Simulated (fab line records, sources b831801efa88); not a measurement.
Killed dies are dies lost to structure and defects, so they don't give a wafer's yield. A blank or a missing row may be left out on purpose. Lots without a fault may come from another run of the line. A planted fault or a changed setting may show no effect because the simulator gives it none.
fab line records | flow sky130
record lots=6 wafers=18 last_day=50
route steps=708 shown RES_XHIGH@334 SD_N@342 PAD_OPEN@708
lots that met no fault: from a run of the same line without faults
start_h: hours from the record's first day to the start of the lot's first wafer shown | wait_h: hours since the lot's step before | " the same as in the row above | L1.1+2: a row that stands for several wafers | - no value, or no start given | * or withheld: withheld | < > ~ a bound
route shown NAME@n: a module of which the file shows steps, and the number in the route of the first | usual: mean/standard deviation of fault-free wafers | same: alike in all rows | chamber/n: place in a boat | sites: the reading at each site | _std_site: their standard deviation | _edge_site: outer sites' mean less inner sites' | radius_mm: how far each site lies from the wafer's centre | mask NAME#n: copy n | behind: the tool/chamber that last shaped the wafer | hold: why the lot was held/for how many hours/how that ended | device: the transistor (n, p or np) that didn't switch | end of line: the same wafers' tests at the end of the route | a step without rows: its recipe alone | killed: dies lost to structure and defects at the first sort, not the wafer's yield | map: a wafer's dies, x killed, . not, _ none there
set.NAME: the setting as run; set.NAME@STEP: as run at that earlier step | model.NAME: the simulator's own value behind a step, which no gauge read
lots at some steps of the route; a table a step, a row a wafer
services: from which hour (start_h, from the record's first day; less than 0 if before it) a tool's chamber was out of use, for how many hours, and why
## steps
# step SKY_RES_XHIGH_COAT_02
# recipe resist=NOVOLAK spin_rpm=3000 resist_thk_nm=1140
# step SKY_RES_XHIGH_SOFTBAKE_03
# recipe temp_c=90 time_s=60 resist=NOVOLAK
# step SKY_RES_XHIGH_EXPOSE_04
# recipe mask_id=URPM na=0.6 source_shape=conventional sigma_outer=0.6 polarization=unpolarized target_cd_nm=1270 dose_mj=140
# step SKY_RES_XHIGH_PEB_05
# recipe temp_c=withheld time_s=* resist=NOVOLAK
# step SKY_RES_XHIGH_DEVELOP_06
# recipe resist=NOVOLAK developer=TMAH develop_time_s=60 dev_temp_c=23
# step SKY_RES_XHIGH_IMPLANT_07
# recipe species=BF2 energy_kev=20 dose_cm2=3.6e+14 tilt_deg=0
# step SKY_RES_XHIGH_STRIP_08
# recipe chemistry=O2/N2 power_w=1400 pressure_mtorr=1500 platen_temp_c=withheld o2_flow_sccm=3000 n2_flow_sccm=300 overash_fraction=0.5
# usual drypump_motor_current_A=5.7/0.43 o2_flow_sccm=3001/8.8 oes_product_au=0.711/0.004 strip_time_to_endpoint_s=14.27/0.042
# columns lot.wafer tool chamber start_h wait_h drypump_motor_current_A o2_flow_sccm oes_product_au rf_hours_counter_h strip_time_to_endpoint_s
L564.4 plasma_asher-03 0 650.07 0.1 5.3 2996 0.717 - 14.31
L564.5 " 0 " " 5.3 2994 0.716 - 14.36
L564.6 " 1 " " 5.2 2987 0.711 - 14.29
L566.2 plasma_asher-03 1 666.69 0.1 5.2 2991 0.712 81 14.30
L566.3 " 0 " " 5.3 3007 0.709 - 14.26
L566.6 " 1 " " 5.2 2996 0.706 - 14.25
L575.3 plasma_asher-04 0 737.76 0.1 5.8 3009 0.708 - 14.23
L575.5 " 0 " " 5.7 3008 0.716 - 14.25
L575.6 " 1 " " 5.8 3002 0.717 - 14.24
L577.4 plasma_asher-02 1 757.42 0.1 6.4 3008 0.712 - 14.18
L577.5 " 1 " " 6.4 3002 0.709 - 14.22
L577.6 " 0 " " 5.6 3002 0.714 - 14.21
L579.4 plasma_asher-03 1 766.18 0.1 5.2 2996 0.710 - 14.30
L579.5 " 1 " " 5.2 2999 0.715 - 14.30
L579.6 " 0 " " 5.3 2984 0.709 - 14.25
L582.1 plasma_asher-03 0 790.04 0.1 5.3 2992 0.710 93 14.37
L582.4 " 0 " " 5.3 2992 0.721 - 14.31
L582.6 " 0 " " 5.3 2997 0.709 - 14.28
# step SKY_RES_XHIGH_TW_MEAS_09
# usual RES_XHIGH_TW=1644/9
# columns lot.wafer tool chamber start_h wait_h RES_XHIGH_TW
L564.4 film_metro-01 - 650.17 0.1 1648
L564.5 " - " " 1645
L564.6 " - " " 1645
L566.2 film_metro-02 - 666.80 0.1 1648
L566.3 " - " " 1645
L566.6 " - " " 1644
L575.3 film_metro-02 - 737.85 0.1 1639
L575.5 " - " " 1647
L575.6 " - " " 1659
L577.4 film_metro-04 - 757.51 0.1 1662
L577.5 " - " " 1657
L577.6 " - " " 1649
L579.4 film_metro-01 - 766.28 0.1 1649
L579.5 " - " " 1645
L579.6 " - " " 1645
L582.1 film_metro-01 - 790.14 0.1 1644
L582.4 " - " " 1654
L582.6 " - " " 1643
# step SKY_SD_N_DEHYDRATE_00
# recipe temp_c=200 time_s=60
# step SKY_SD_N_HMDS_01
# recipe prime_time_s=60 prime_temp_c=120
# step SKY_SD_N_COAT_02
# recipe resist=NOVOLAK spin_rpm=3000 resist_thk_nm=1140
# step SKY_SD_N_SOFTBAKE_03
# recipe temp_c=90 time_s=60 resist=NOVOLAK
# step SKY_SD_N_EXPOSE_04
# recipe mask_id=NSDM na=0.6 source_shape=conventional sigma_outer=0.6 polarization=unpolarized target_cd_nm=380 dose_mj=141
# usual exposure_dose_mJ_cm2=141.00/0.14
# columns lot.wafer tool chamber start_h wait_h mask exposure_dose_mJ_cm2
L564.4 iline_stepper-02 0 663.85 - NSDM#0 141.10
L564.5 " 0 " " NSDM#0 141.37
L564.6 " 0 " " NSDM#0 141.16
L566.2 iline_stepper-02 0 681.42 - NSDM#0 140.76
L566.3 " 0 " " NSDM#0 140.76
L566.6 " 0 " " NSDM#0 141.08
L575.3 iline_stepper-02 0 752.03 - NSDM#0 125.18
L575.5 " 0 " " NSDM#0 125.20
L575.6 " 0 " " NSDM#0 125.04
L577.4 iline_stepper-02 0 770.88 - NSDM#0 128.20
L577.5 " 0 " " NSDM#0 128.31
L577.6 " 0 " " NSDM#0 128.36
L579.4 iline_stepper-01 0 779.30 - NSDM#0 141.08
L579.5 " 0 " " NSDM#0 140.98
L579.6 " 0 " " NSDM#0 141.12
L582.1 iline_stepper-01 0 803.32 - NSDM#0 141.16
L582.4 " 0 " " NSDM#0 140.97
L582.6 " 0 " " NSDM#0 140.99
# step SKY_SD_N_PEB_05
# recipe temp_c=withheld time_s=* resist=NOVOLAK
# step SKY_SD_N_DEVELOP_06
# recipe resist=NOVOLAK developer=TMAH develop_time_s=60 dev_temp_c=23
# step SKY_SD_N_CD_MEAS_07
# recipe target_cd_nm=380
# usual cd_nm=379.6/2.4
# columns lot.wafer tool chamber start_h wait_h hold cd_nm
L564.4 cd_sem-01 - 677.46 0.1 - 376.9
L564.5 " - " " - 378.8
L564.6 " - " " - 375.2
L566.2 cd_sem-01 - 694.81 0.1 - 380.8
L566.3 " - " " - 377.7
L566.6 " - " " - 379.3
L575.3 cd_sem-02 - 764.83 0.1 await_dispo/0.2h/release 346.0
L575.5 " - " " await_dispo/0.2h/release 347.6
L575.6 " - " " await_dispo/0.2h/release 344.4
L575.3 cd_sem-02 - 765.12 0.3 - 345.7
L575.5 " - " " - 348.2
L575.6 " - " " - 344.7
L577.4 cd_sem-01 - 783.95 0.1 await_dispo/0.2h/release 348.3
L577.5 " - " " await_dispo/0.2h/release 352.1
L577.6 " - " " await_dispo/0.2h/release 352.2
L577.4 cd_sem-01 - 784.48 0.5 - 348.6
L577.5 " - " " - 352.3
L577.6 " - " " - 352.2
L579.4 cd_sem-01 - 792.31 0.1 - 381.2
L579.5 " - " " - 381.4
L579.6 " - " " - 377.1
L582.1 cd_sem-01 - 816.57 0.2 - 376.6
L582.4 " - " " - 375.9
L582.6 " - " " - 376.0
# step SKY_SD_N_OVL_MEAS_08
# usual SD_N_OVL=1.1/1.1
# columns lot.wafer tool chamber start_h wait_h hold SD_N_OVL[nm]
L564.4 overlay-02 - 677.53 0.1 - 0.7
L564.5 " - " " - 1.2
L564.6 " - " " - 0.3
L566.2 overlay-02 - 694.91 0.1 - 2.6
L566.3 " - " " - 1.4
L566.6 " - " " - 3.2
L575.3 overlay-02 - 768.44 3.3 await_dispo/3.2h/release 2.1
L575.5 " - " " await_dispo/3.2h/release 2.4
L575.6 " - " " await_dispo/3.2h/release 2.0
L577.4 overlay-02 - 785.04 0.5 await_dispo/0.5h/release 0.4
L577.5 " - " " await_dispo/0.5h/release 2.3
L577.6 " - " " await_dispo/0.5h/release 0.8
L579.4 overlay-02 - 792.38 0.1 - 2.2
L579.5 " - " " - 1.8
L579.6 " - " " - 3.9
L582.1 overlay-01 - 816.69 0.1 - 0.3
L582.4 " - " " - 2.9
L582.6 " - " " - 0.6
# step SKY_PAD_OPEN_PROBE_99
# usual killed_at_M0_to_M3=43/8 killed_at_M4_up=2.9/1.6 killed_at_contacts=26/5.2 killed_at_front_end=15/4.3 killed_at_other=0.3/0.56 killed_dies=87/10 killed_open=48/6.9 killed_short=40/6.5
# same gross_dies=492 killed_at_back_side=0
# columns lot.wafer tool chamber start_h wait_h killed_at_M0_to_M3 killed_at_M4_up killed_at_contacts killed_at_front_end killed_at_other killed_dies killed_open killed_short
L575.5 prober-02 - 1161.76 0.2 45 4 26 14 0 89 48 39
L575.6 prober-02 - 1161.81 0.2 41 3 35 12 0 91 43 46
L577.4 prober-02 - 1171.77 0.2 44 5 26 16 0 91 47 42
# killed by level:class
L575.5 CONTACT:geometric_particle:open=11 METAL1:geometric_particle:short=10 LI_CONTACT:geometric_particle:open=8 VIA1:geometric_particle:open=7 VIA2:geometric_particle:open=6 VIA3:geometric_particle:open=6 POLY_GATE:geometric_particle:open=5 VIA3:geometric_particle:short=5
L575.6 LI_CONTACT:geometric_particle:open=15 METAL2:geometric_particle:short=11 CONTACT:geometric_particle:open=6 VIA1:geometric_particle:short=6 LI_CONTACT:geometric_particle:short=4 LOCAL_INTERCONNECT:geometric_particle:short=4 CONTACT:geometric_particle:short=4 VIA1:geometric_particle:open=4
L577.4 CONTACT:geometric_particle:open=10 VIA1:geometric_particle:open=9 METAL1:geometric_particle:short=7 VIA3:geometric_particle:open=7 VIA1:geometric_particle:short=6 LI_CONTACT:geometric_particle:open=5 CONTACT:geometric_particle:short=5 METAL2:geometric_particle:short=5
## services
# columns tool chamber start_h hours kind
plasma_asher-03 - 670.19 0.3 repair
plasma_asher-03 - 705.41 2.8 pm
iline_stepper-02 - 726.46 8.9 pm
plasma_asher-02 - 733.75 9.0 pm
plasma_asher-02 0 733.75 9.0 vent_cycle
plasma_asher-02 1 733.75 9.0 vent_cycle
plasma_asher-02 0 742.75 - clean
plasma_asher-02 1 742.75 - clean
iline_stepper-01 - 750.70 4.3 pm
iline_stepper-01 - 776.84 1.7 pm
iline_stepper-01 - 792.46 2.1 pm
iline_stepper-01 - 794.54 - consumable_replace:lamp
iline_stepper-01 - 799.89 1.5 repair
## key
first_sign step=SKY_SD_N_EXPOSE_04 reading=exposure_dose_mJ_cm2 direction=down sigmas=99+ usual=* struck=*
effect step=SKY_SD_N_CD_MEAS_07 reading=visit direction=added through=control_loop
effect step=SKY_SD_N_CD_MEAS_07 reading=cd_nm direction=down sigmas=13 usual=379.6 struck=348.4 through=control_loop
met_at SKY_SD_N_EXPOSE_04
struck_wafers L575.3,L575.5,L575.6,L577.4,L577.5,L577.6
tester_left_out L575,L577
loop_trim step=SKY_SD_N_EXPOSE_04 setting=dose lots=L577
onset_between 681.42 752.03
fault kind=process_parameter_drift tool=iline_stepper-02 chamber=- onset_h=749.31 steps=SKY_SD_N_EXPOSE_04 channel=dose_mj offset=-15.641 shape=step acts_in=these_recipes_only stated=141
# tester_left_out: of these lots the tester's yield and bins aren't shown, on N5 and GAA mostly nor the transistor test; their killed dies are dies lost to structure and defects alone, not to doping, threshold or leakage, so they don't give the yield
# loop_trim: a control loop set the setting to another value than it would have without faults
